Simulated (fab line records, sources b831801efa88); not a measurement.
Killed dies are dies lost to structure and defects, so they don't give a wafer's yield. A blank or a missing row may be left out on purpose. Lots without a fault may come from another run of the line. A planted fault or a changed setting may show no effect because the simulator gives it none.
fab line records | flow sky130
record lots=6 wafers=18 last_day=50
route steps=708 shown CONTACT@433 METAL1@434 PAD_OPEN@708
lots that met no fault: from a run of the same line without faults
start_h: hours from the record's first day to the start of the lot's first wafer shown | wait_h: hours since the lot's step before | " the same as in the row above | L1.1+2: a row that stands for several wafers | - no value, or no start given | * or withheld: withheld | < > ~ a bound
route shown NAME@n: a module of which the file shows steps, and the number in the route of the first | usual: mean/standard deviation of fault-free wafers | same: alike in all rows | chamber/n: place in a boat | sites: the reading at each site | _std_site: their standard deviation | _edge_site: outer sites' mean less inner sites' | radius_mm: how far each site lies from the wafer's centre | mask NAME#n: copy n | behind: the tool/chamber that last shaped the wafer | hold: why the lot was held/for how many hours/how that ended | device: the transistor (n, p or np) that didn't switch | end of line: the same wafers' tests at the end of the route | a step without rows: its recipe alone | killed: dies lost to structure and defects at the first sort, not the wafer's yield | map: a wafer's dies, x killed, . not, _ none there
set.NAME: the setting as run; set.NAME@STEP: as run at that earlier step | model.NAME: the simulator's own value behind a step, which no gauge read
lots at some steps of the route; a table a step, a row a wafer
services: from which hour (start_h, from the record's first day; less than 0 if before it) a tool's chamber was out of use, for how many hours, and why
## steps
# step SKY_CONTACT_CMP_27
# recipe stop_on=SiO2 t_overpolish_s=15 down_force_psi=3.5 platen_rpm=60 target_thk_nm=0 pad_velocity_m_s=0.94248
# usual head_pressure_psi=3.501/0.008 motor_current_A=11.7/0.91 overpolish_run_s=15.000/0.0099 platen_rpm=60.01/0.036 retaining_ring_pressure_frac=1.000/0.0053 time_to_endpoint_s=80/3.2
# columns lot.wafer tool chamber start_h wait_h head_pressure_psi motor_current_A overpolish_run_s platen_rpm retaining_ring_pressure_frac time_to_endpoint_s
L933.2 cmp-02 3 733.64 0.0 3.487 12.7 15.002 59.96 0.981 82
L933.3 " 0 " " 3.497 11.3 15.016 59.97 0.999 78
L933.4 " 1 " " 3.510 10.4 15.008 60.03 1.003 78
L934.3 cmp-01 1 733.71 0.1 3.503 13.1 14.994 60.05 0.996 77
L934.4 " 2 " " 3.507 11.6 14.999 60.04 1.001 77
L934.2 " 3 " " 3.507 11.5 15.011 60.08 1.004 80
L945.4 cmp-02 3 845.89 0.1 3.512 12.2 14.998 59.95 1.001 84
L945.3 " 0 " " 3.500 10.3 15.014 59.99 1.001 76
L945.2 " 1 " " 3.490 10.2 15.006 59.97 0.997 80
L947.1 cmp-01 1 848.82 0.1 3.493 13.1 15.002 60.06 0.999 78
L947.4 " 0 " " 3.509 11.4 15.004 60.06 0.993 81
L947.5 " 2 " " 3.501 10.6 15.023 59.99 0.990 77
L953.4 cmp-01 0 877.02 0.0 3.502 12.0 14.985 59.98 1.010 78
L953.3 " 2 " " 3.503 11.6 14.992 60.07 1.001 77
L953.5 " 1 " " 3.510 13.2 15.009 59.96 1.001 76
L955.4 cmp-01 1 897.76 0.1 3.498 12.8 15.013 60.03 0.997 75
L955.3 " 2 " " 3.504 11.1 14.991 60.02 1.003 79
L955.6 " 1 " " 3.495 13.2 14.995 60.05 1.003 74
# step SKY_METAL1_SPUTTER_00
# recipe material=Ti target_thk_nm=15 power_w=3000 time_s=10 chamber_pressure_pa=0.4
# usual throttle_valve_pct=30.1/1.4
# columns lot.wafer tool chamber start_h wait_h throttle_valve_pct
L933.2 pvd_sputter-04 - 733.94 0.2 31.0
L933.3 " - " " 32.1
L933.4 " - " " 31.3
L934.2 pvd_sputter-02 - 733.96 0.1 30.6
L934.3 " - " " 30.0
L934.4 " - " " 30.1
L945.2 pvd_sputter-03 - 846.14 0.1 27.3
L945.3 " - " " 29.9
L945.4 " - " " 30.4
L947.1 pvd_sputter-03 - 849.12 0.2 29.7
L947.4 " - " " 27.6
L947.5 " - " " 30.5
L953.3 pvd_sputter-03 - 877.32 0.1 27.3
L953.4 " - " " 32.1
L953.5 " - " " 31.9
L955.3 pvd_sputter-02 - 898.01 0.1 30.2
L955.4 " - " " 29.8
L955.6 " - " " 29.9
# step SKY_METAL1_SPUTTER_01
# recipe material=TiN target_thk_nm=20 power_w=6500 time_s=16.7 chamber_pressure_pa=0.4
# usual throttle_valve_pct=30.1/1.4
# columns lot.wafer tool chamber start_h wait_h throttle_valve_pct
L933.2 pvd_sputter-04 - 733.96 0.0 30.9
L933.3 " - " " 31.9
L933.4 " - " " 31.5
L934.2 pvd_sputter-02 - 733.98 0.0 30.5
L934.3 " - " " 29.5
L934.4 " - " " 29.9
L945.2 pvd_sputter-03 - 846.16 0.0 27.4
L945.3 " - " " 29.6
L945.4 " - " " 30.5
L947.1 pvd_sputter-03 - 849.15 0.0 29.5
L947.4 " - " " 27.2
L947.5 " - " " 30.3
L953.3 pvd_sputter-03 - 877.35 0.0 27.2
L953.4 " - " " 32.0
L953.5 " - " " 32.2
L955.3 pvd_sputter-02 - 898.03 0.0 30.1
L955.4 " - " " 30.0
L955.6 " - " " 30.2
# step SKY_METAL1_SPUTTER_02
# recipe material=AlCu target_thk_nm=250 power_w=10600 time_s=13.3 chamber_pressure_pa=0.4
# usual throttle_valve_pct=30.1/1.4
# columns lot.wafer tool chamber start_h wait_h throttle_valve_pct
L933.2 pvd_sputter-04 - 733.99 0.0 31.1
L933.3 " - " " 32.2
L933.4 " - " " 31.2
L934.2 pvd_sputter-02 - 734.01 0.0 30.4
L934.3 " - " " 29.8
L934.4 " - " " 30.3
L945.2 pvd_sputter-03 - 846.19 0.0 27.2
L945.3 " - " " 29.5
L945.4 " - " " 30.4
L947.1 pvd_sputter-03 - 849.17 0.0 29.8
L947.4 " - " " 27.7
L947.5 " - " " 30.1
L953.3 pvd_sputter-03 - 877.37 0.0 27.3
L953.4 " - " " 32.2
L953.5 " - " " 32.0
L955.3 pvd_sputter-02 - 898.06 0.0 29.7
L955.4 " - " " 29.8
L955.6 " - " " 30.1
# step SKY_METAL1_SPUTTER_03
# recipe material=Ti target_thk_nm=5 power_w=3000 time_s=3.3 chamber_pressure_pa=0.4
# step SKY_METAL1_SPUTTER_04
# recipe material=TiN target_thk_nm=70 power_w=6500 time_s=58.3 chamber_pressure_pa=0.4
# usual throttle_valve_pct=30.1/1.4
# columns lot.wafer tool chamber start_h wait_h throttle_valve_pct
L933.2 pvd_sputter-04 - 734.03 0.0 30.8
L933.3 " - " " 32.0
L933.4 " - " " 31.4
L934.2 pvd_sputter-02 - 734.05 0.0 30.6
L934.3 " - " " 29.9
L934.4 " - " " 30.0
L945.2 pvd_sputter-03 - 846.23 0.0 27.5
L945.3 " - " " 29.9
L945.4 " - " " 30.2
L947.1 pvd_sputter-03 - 849.22 0.0 29.5
L947.4 " - " " 27.4
L947.5 " - " " 30.2
L953.3 pvd_sputter-03 - 877.41 0.0 27.1
L953.4 " - " " 32.2
L953.5 " - " " 31.9
L955.3 pvd_sputter-02 - 898.10 0.0 30.1
L955.4 " - " " 29.9
L955.6 " - " " 29.9
# step SKY_METAL1_RS_MEAS_05
# recipe thk_meas_gauge=four-point-probe reads=TiN_of_METAL1_SPUTTER_04+Ti_of_METAL1_SPUTTER_03+AlCu_of_METAL1_SPUTTER_02+TiN_of_METAL1_SPUTTER_01+Ti_of_METAL1_SPUTTER_00
# usual METAL1_ALCU_RS=0.1267/0.0013
# columns lot.wafer tool chamber start_h wait_h METAL1_ALCU_RS[ohm/sq]
L933.2 film_metro-03 - 734.10 0.0 0.1258
L933.3 " - " " 0.1257
L933.4 " - " " 0.1286
L934.2 film_metro-02 - 734.12 0.0 0.1251
L934.3 " - " " 0.1260
L934.4 " - " " 0.1268
L945.2 film_metro-04 - 846.30 0.0 0.1247
L945.3 " - " " 0.1274
L945.4 " - " " 0.1272
L947.1 film_metro-03 - 849.26 0.0 0.1269
L947.4 " - " " 0.1259
L947.5 " - " " 0.1270
L953.3 film_metro-03 - 877.50 0.1 0.1250
L953.4 " - " " 0.1259
L953.5 " - " " 0.1261
L955.3 film_metro-04 - 898.19 0.1 0.1272
L955.4 " - " " 0.1263
L955.6 " - " " 0.1266
# step SKY_METAL1_THK_MEAS_06
# recipe thk_meas_gauge=xrf reads=AlCu_of_METAL1_SPUTTER_02
# usual METAL1_ALCU_THK=250/3.6
# columns lot.wafer tool chamber start_h wait_h METAL1_ALCU_THK[nm]
L933.2 film_metro-03 - 734.21 0.1 255
L933.3 " - " " 253
L933.4 " - " " 249
L934.2 film_metro-02 - 734.23 0.1 250
L934.3 " - " " 248
L934.4 " - " " 248
L945.2 film_metro-04 - 846.41 0.1 254
L945.3 " - " " 250
L945.4 " - " " 247
L947.1 film_metro-03 - 849.38 0.1 249
L947.4 " - " " 251
L947.5 " - " " 249
L953.3 film_metro-03 - 877.60 0.1 255
L953.4 " - " " 252
L953.5 " - " " 252
L955.3 film_metro-04 - 898.29 0.1 250
L955.4 " - " " 252
L955.6 " - " " 248
# step SKY_METAL1_DEHYDRATE_07
# recipe temp_c=200 time_s=60
# step SKY_METAL1_HMDS_08
# recipe prime_time_s=60 prime_temp_c=120
# step SKY_METAL1_COAT_09
# recipe resist=BARC temp_c=withheld time_s=withheld spin_rpm=3000 resist_thk_nm=60
# step SKY_METAL1_COAT_10
# recipe resist=KrF-thick spin_rpm=3000 resist_thk_nm=450
# step SKY_METAL1_SOFTBAKE_11
# recipe temp_c=100 time_s=90 resist=KrF-thick
# usual heater_power_total_W=57.35/0.12 plate_temp_C=100.00/0.14
# columns lot.wafer tool chamber start_h wait_h heater_power_total_W plate_temp_C
L933.2 litho_track-04 0 747 - 57.25 99.94
L933.3 " 0 " " 57.31 99.98
L933.4 " 0 " " 57.25 100.13
L934.2 litho_track-01 0 747 - 57.21 100.20
L934.3 " 0 " " 57.34 100.19
L934.4 " 0 " " 57.55 100.11
L945.2 litho_track-01 0 859 - 56.75 99.33
L945.3 " 0 " " 56.96 99.34
L945.4 " 0 " " 56.70 99.50
L947.1 litho_track-01 0 861 - 56.86 99.24
L947.4 " 0 862 - 56.82 99.33
L947.5 " 0 " " 56.81 99.30
L953.3 litho_track-02 0 890 - 57.27 100.15
L953.4 " 0 " " 57.50 100.24
L953.5 " 0 " " 57.19 99.87
L955.3 litho_track-04 0 910 - 57.45 99.99
L955.4 " 0 " " 57.47 99.73
L955.6 " 0 " " 57.26 99.81
# step SKY_METAL1_EXPOSE_12
# recipe mask_id=MM1 na=0.8 source_shape=annular sigma_inner=0.55 sigma_outer=0.85 target_cd_nm=140 dose_mj=28
# step SKY_PAD_OPEN_PROBE_99
# usual defect_limited_yield=82.3/2 killed_at_M0_to_M3=44/7.1 killed_at_M4_up=3.3/1.8 killed_at_contacts=24/5.1 killed_at_front_end=16/4.7 killed_at_other=0.3/0.52 killed_dies=87/9.7 killed_open=47/6.8 killed_short=39/6.7 sort_bin_3_pad_short=0.9/0.43 sort_bin_5_function=10.4/1.4 sort_bin_6_memory=6.4/1.2 sort_n_pass=405/9.7 sort_yield_pct=82.3/2
# same gross_dies=492 killed_at_back_side=0 sort_bin_4_leakage[%]=0 sort_bin_8_speed[%]=0
# columns lot.wafer tool chamber start_h wait_h defect_limited_yield[%] killed_at_M0_to_M3 killed_at_M4_up killed_at_contacts killed_at_front_end killed_at_other killed_dies killed_open killed_short sort_bin_3_pad_short[%] sort_bin_5_function[%] sort_bin_6_memory[%] sort_n_pass sort_yield_pct[%]
L934.2 prober-01 - 1071.28 0.1 82.1 41 5 27 15 0 88 61 26 0.8 10.2 6.9 404 82.1
L934.3 prober-01 - 1071.33 0.2 79.3 53 5 29 15 0 102 60 42 0.6 11.8 8.3 390 79.3
L934.4 prober-01 - 1071.38 0.2 79.5 53 4 33 11 0 101 56 44 0.4 11.6 8.5 391 79.5
L933.2 prober-02 - 1073.44 0.1 87.0 27 6 21 10 0 64 29 35 0.4 7.1 5.5 428 87.0
L933.3 prober-02 - 1073.49 0.2 84.6 47 4 17 8 0 76 42 34 0.8 8.5 6.1 416 84.6
L933.4 prober-02 - 1073.54 0.2 82.7 55 2 21 7 0 85 48 37 0.2 11.0 6.1 407 82.7
L945.2 prober-02 - 1155.50 0.1 83.5 43 1 22 15 0 81 47 32 1.0 10.2 5.3 411 83.5
L945.3 prober-02 - 1155.55 0.2 80.5 40 6 26 23 1 96 45 50 1.4 11.6 6.5 396 80.5
L945.4 prober-02 - 1155.60 0.2 82.1 47 3 22 16 0 88 46 41 1.2 11.4 5.3 404 82.1
L947.1 prober-01 - 1156.95 0.1 79.5 59 5 17 20 0 101 55 46 1.4 11.6 7.5 391 79.5
L947.4 prober-01 - 1157.10 0.2 83.1 33 1 25 24 0 83 45 38 1.2 8.9 6.7 409 83.1
L947.5 prober-01 - 1157.15 0.2 81.5 46 5 25 15 0 91 51 40 1.4 10.8 6.3 401 81.5
L953.3 prober-01 - 1175.94 0.2 80.9 40 0 37 16 1 94 50 44 1.0 9.6 8.5 398 80.9
L953.4 prober-01 - 1175.99 0.2 85.6 32 3 26 10 0 71 46 25 0 9.1 5.3 421 85.6
L953.5 prober-01 - 1176.04 0.2 83.9 37 3 20 19 0 79 42 37 0.8 10.8 4.5 413 83.9
L955.3 prober-01 - 1188.25 0.2 84.6 36 3 19 18 0 76 42 34 0.6 9.6 5.3 416 84.6
L955.4 prober-01 - 1188.30 0.2 85.0 35 1 26 11 1 74 49 25 1.0 10.4 3.7 418 85.0
L955.6 prober-01 - 1188.40 0.2 82.7 50 1 23 11 0 85 40 44 1.4 10.6 5.3 407 82.7
# killed by level:class
L934.2 CONTACT:geometric_particle:open=15 VIA2:geometric_particle:open=9 VIA1:geometric_particle:open=8 VIA3:geometric_particle:open=7 FIELD_ISO:geometric_particle:open=5 SPACER:geometric_particle:open=4 METAL2:geometric_particle:short=4 METAL1:geometric_particle:short=4
L934.3 VIA1:geometric_particle:open=16 LI_CONTACT:geometric_particle:open=12 CONTACT:geometric_particle:open=9 METAL2:geometric_particle:short=8 VIA2:geometric_particle:open=7 VIA1:geometric_particle:short=6 METAL1:geometric_particle:short=5 VIA3:geometric_particle:open=5
L934.4 LI_CONTACT:geometric_particle:open=14 CONTACT:geometric_particle:open=11 METAL2:geometric_particle:short=9 VIA1:geometric_particle:open=7 VIA2:geometric_particle:open=7 VIA2:geometric_particle:short=6 FIELD_ISO:geometric_particle:short=4 FIELD_ISO:geometric_particle:open=4
L933.2 LOCAL_INTERCONNECT:geometric_particle:short=7 LI_CONTACT:geometric_particle:open=6 VIA1:geometric_particle:open=6 CONTACT:geometric_particle:open=5 VIA1:geometric_particle:short=5 METAL4:geometric_particle:short=5 POLY_GATE:geometric_particle:short=3 METAL2:geometric_particle:short=3
L933.3 VIA1:geometric_particle:open=11 CONTACT:geometric_particle:open=8 VIA1:geometric_particle:short=7 LOCAL_INTERCONNECT:geometric_particle:short=5 METAL2:geometric_particle:open=5 METAL2:geometric_particle:short=5 VIA2:geometric_particle:open=4 METAL3:geometric_particle:short=4
L933.4 VIA1:geometric_particle:open=13 VIA3:geometric_particle:open=11 VIA2:geometric_particle:open=8 CONTACT:geometric_particle:open=8 METAL1:geometric_particle:short=6 VIA1:geometric_particle:short=5 METAL2:geometric_particle:short=5 LI_CONTACT:geometric_particle:open=4
L945.2 VIA2:geometric_particle:open=9 CONTACT:geometric_particle:open=8 VIA1:geometric_particle:open=6 METAL2:geometric_particle:short=6 VIA3:geometric_particle:open=6 FIELD_ISO:geometric_particle:short=5 FIELD_ISO:geometric_particle:open=5 METAL1:geometric_particle:short=4
L945.3 CONTACT:geometric_particle:open=10 VIA1:geometric_particle:open=10 CONTACT:geometric_particle:short=7 FIELD_ISO:geometric_particle:short=6 METAL4:geometric_particle:short=6 VIA2:geometric_particle:short=5 LOCAL_INTERCONNECT:geometric_particle:short=5 VIA1:geometric_particle:short=5
L945.4 VIA1:geometric_particle:open=10 METAL1:geometric_particle:short=9 CONTACT:geometric_particle:open=9 VIA2:geometric_particle:open=7 METAL2:geometric_particle:short=6 FIELD_ISO:geometric_particle:open=5 POLY_GATE:geometric_particle:short=5 VIA3:geometric_particle:open=5
L947.1 VIA1:geometric_particle:open=15 METAL2:geometric_particle:short=12 VIA2:geometric_particle:open=10 POLY_GATE:geometric_particle:open=8 VIA1:geometric_particle:short=7 CONTACT:geometric_particle:open=6 VIA3:geometric_particle:open=6 FIELD_ISO:geometric_particle:open=4
L947.4 CONTACT:geometric_particle:open=8 FIELD_ISO:geometric_particle:open=7 VIA1:geometric_particle:open=7 FIELD_ISO:geometric_particle:short=6 LI_CONTACT:geometric_particle:open=6 LOCAL_INTERCONNECT:geometric_particle:short=6 VIA1:geometric_particle:short=5 CONTACT:geometric_particle:short=4
L947.5 VIA1:geometric_particle:open=11 LI_CONTACT:geometric_particle:open=8 CONTACT:geometric_particle:open=7 VIA2:geometric_particle:open=7 LOCAL_INTERCONNECT:geometric_particle:short=6 METAL1:geometric_particle:short=6 METAL2:geometric_particle:short=5 VIA3:geometric_particle:open=5
L953.3 CONTACT:geometric_particle:open=17 LI_CONTACT:geometric_particle:open=8 METAL1:geometric_particle:short=6 VIA1:geometric_particle:open=6 VIA1:geometric_particle:short=6 METAL2:geometric_particle:short=6 FIELD_ISO:geometric_particle:open=5 LI_CONTACT:geometric_particle:short=5
L953.4 CONTACT:geometric_particle:open=12 VIA1:geometric_particle:short=8 LI_CONTACT:geometric_particle:open=7 VIA3:geometric_particle:open=6 VIA1:geometric_particle:open=5 CONTACT:geometric_particle:short=3 POLY_GATE:geometric_particle:open=3 LOCAL_INTERCONNECT:geometric_particle:short=3
L953.5 CONTACT:geometric_particle:open=9 VIA1:geometric_particle:open=8 FIELD_ISO:geometric_particle:short=6 VIA3:geometric_particle:open=6 POLY_GATE:geometric_particle:short=5 LI_CONTACT:geometric_particle:open=5 FIELD_ISO:geometric_particle:open=4 VIA2:geometric_particle:open=4
L955.3 VIA1:geometric_particle:open=10 LI_CONTACT:geometric_particle:open=7 FIELD_ISO:geometric_particle:open=6 CONTACT:geometric_particle:open=5 METAL2:geometric_particle:short=5 FIELD_ISO:geometric_particle:short=4 VIA3:geometric_particle:short=4 POLY_GATE:geometric_particle:open=4
L955.4 CONTACT:geometric_particle:open=12 VIA3:geometric_particle:open=8 VIA1:geometric_particle:open=7 VIA2:geometric_particle:open=7 LI_CONTACT:geometric_particle:open=5 FIELD_ISO:geometric_particle:open=4 METAL2:geometric_particle:short=4 POLY_GATE:geometric_particle:open=3
L955.6 CONTACT:geometric_particle:open=11 VIA2:geometric_particle:open=10 VIA2:geometric_particle:short=7 VIA1:geometric_particle:short=6 METAL2:geometric_particle:short=6 VIA3:geometric_particle:open=6 CONTACT:geometric_particle:short=5 METAL1:geometric_particle:short=5
## services
# columns tool chamber start_h hours kind
cmp-01 - 719.79 2.8 repair
cmp-01 - 741.68 0.3 repair
cmp-01 - 744.00 4.0 pm
cmp-02 - 745.75 1.5 repair
pvd_sputter-03 - 747.42 3.4 repair
cmp-01 - 748.00 - consumable_replace:conditioner
cmp-01 - 748.00 - consumable_replace:pad
pvd_sputter-02 - 753.55 4.1 repair
cmp-01 - 758.42 2.7 repair
cmp-01 - 765.91 1.6 repair
pvd_sputter-03 - 766.28 2.5 repair
cmp-01 - 783.59 1.0 repair
cmp-01 - 798.95 2.8 repair
pvd_sputter-04 - 802.01 10.5 repair
cmp-01 - 817.59 0.5 repair
cmp-02 - 826.05 4.9 pm
cmp-01 - 826.78 2.1 repair
cmp-01 - 849.26 2.6 repair
pvd_sputter-04 - 854.81 2.0 repair
cmp-02 - 856.58 4.0 pm
cmp-02 - 864.50 1.4 repair
cmp-01 - 879.82 3.8 pm
cmp-01 - 891.95 4.6 pm
pvd_sputter-02 - 903.64 2.6 repair
## key
first_sign step=SKY_METAL1_SOFTBAKE_11 reading=plate_temp_C direction=down sigmas=4.8 usual=* struck=*
effect step=SKY_METAL1_SOFTBAKE_11 reading=heater_power_total_W direction=down sigmas=4.5 usual=* struck=*
met_at SKY_METAL1_SOFTBAKE_11
struck_wafers L945.2,L945.3,L945.4,L947.1,L947.4,L947.5
onset_between 747 859
fault kind=process_parameter_drift tool=litho_track-01 chamber=- onset_h=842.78 steps=SKY_METAL1_SOFTBAKE_11 channel=temp_c offset=* shape=step end_h=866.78 acts_in=* stated=*
